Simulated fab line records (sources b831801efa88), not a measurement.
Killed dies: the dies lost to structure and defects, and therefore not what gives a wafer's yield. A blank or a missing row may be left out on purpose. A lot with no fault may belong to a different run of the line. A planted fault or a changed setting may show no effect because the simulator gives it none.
Chamber matching | flow sky130 | SKY_SPACER_ETCHBACK_02 on rie_diel-02 has 4 sister chambers
The step etches Si3N4 in CH3F/O2, stops on SiO2, time 46.7 s, target depth 45 nm. 14 wafers are shown with their chamber, then 7 later ones without.

== WAFERS, EACH WITH ITS CHAMBER ==
wafer  | chamber | drypump_motor_current_A (A) | throttle_valve_pct (%) | oes_product_au (a.u.)
L446.4 | 1       | 4.7                         | 10.556                 | 0.848
L446.5 | 0       | 5.8                         | 10.579                 | 0.851
L446.6 | 2       | 5.5                         | 10.566                 | 0.856
L448.1 | 3       | 5.2                         | 10.560                 | 0.848
L448.3 | 2       | 5.6                         | 10.544                 | 0.838
L448.5 | 0       | 5.8                         | 10.570                 | 0.852
L453.1 | 1       | 4.7                         | 10.576                 | 0.855
L453.3 | 0       | 5.8                         | 10.576                 | 0.852
L453.4 | 2       | 5.6                         | 10.565                 | 0.853
L456.2 | 2       | 5.6                         | 10.558                 | 0.847
L456.4 | 1       | 4.7                         | 10.556                 | 0.844
L456.5 | 0       | 5.8                         | 10.557                 | 0.848
L459.1 | 2       | 5.6                         | 10.574                 | 0.856
L459.2 | 3       | 5.2                         | 10.556                 | 0.859

SIGNATURES (averages over the wafers above)
reading                 | chamber 0 | chamber 1 | chamber 2 | chamber 3 | scatter within a chamber
drypump_motor_current_A | 5.800     | 4.700     | 5.580     | 5.200     | 0.0283
throttle_valve_pct      | 10.57050  | 10.56267  | 10.56140  | 10.55800  | 0.0103
oes_product_au          | 0.85075   | 0.84900   | 0.85000   | 0.85350   | 0.00606
Rule: a wafer's distance from a chamber is the root of the sum, over the readings, of the square of ((its reading less the chamber's mean) divided by the reading's scatter). The wafer belongs to the nearest chamber; if the next one is less than 2 further off, it can't be placed. The scatter: the root of (the sum of the squares of (reading less its chamber's mean) over the shown wafers, divided by (wafers less chambers)).

== WAFERS WITH NO CHAMBER GIVEN ==
wafer  | drypump_motor_current_A (A) | throttle_valve_pct (%) | oes_product_au (a.u.)
L459.6 | 5.8                         | 10.572                 | 0.848
L466.1 | 5.6                         | 10.563                 | 0.866
L466.2 | 4.7                         | 10.573                 | 0.865
L466.6 | 5.2                         | 10.576                 | 0.850
L467.1 | 5.8                         | 10.568                 | 0.869
L467.2 | 5.6                         | 10.571                 | 0.867
L467.4 | 5.3                         | 10.559                 | 0.858

== THE CHAMBER EACH PASSED THROUGH ==
wafer  | from the rows above | in truth
L459.6 | 0                   | 0
L466.1 | 2                   | 2
L466.2 | 1                   | 1
L466.6 | 3                   | 3
L467.1 | 0                   | 0
L467.2 | 2                   | 2
L467.4 | 3                   | 3
Placed correctly: 7 of 7. Left unplaced by these rows: 0. Wrongly placed: 0.
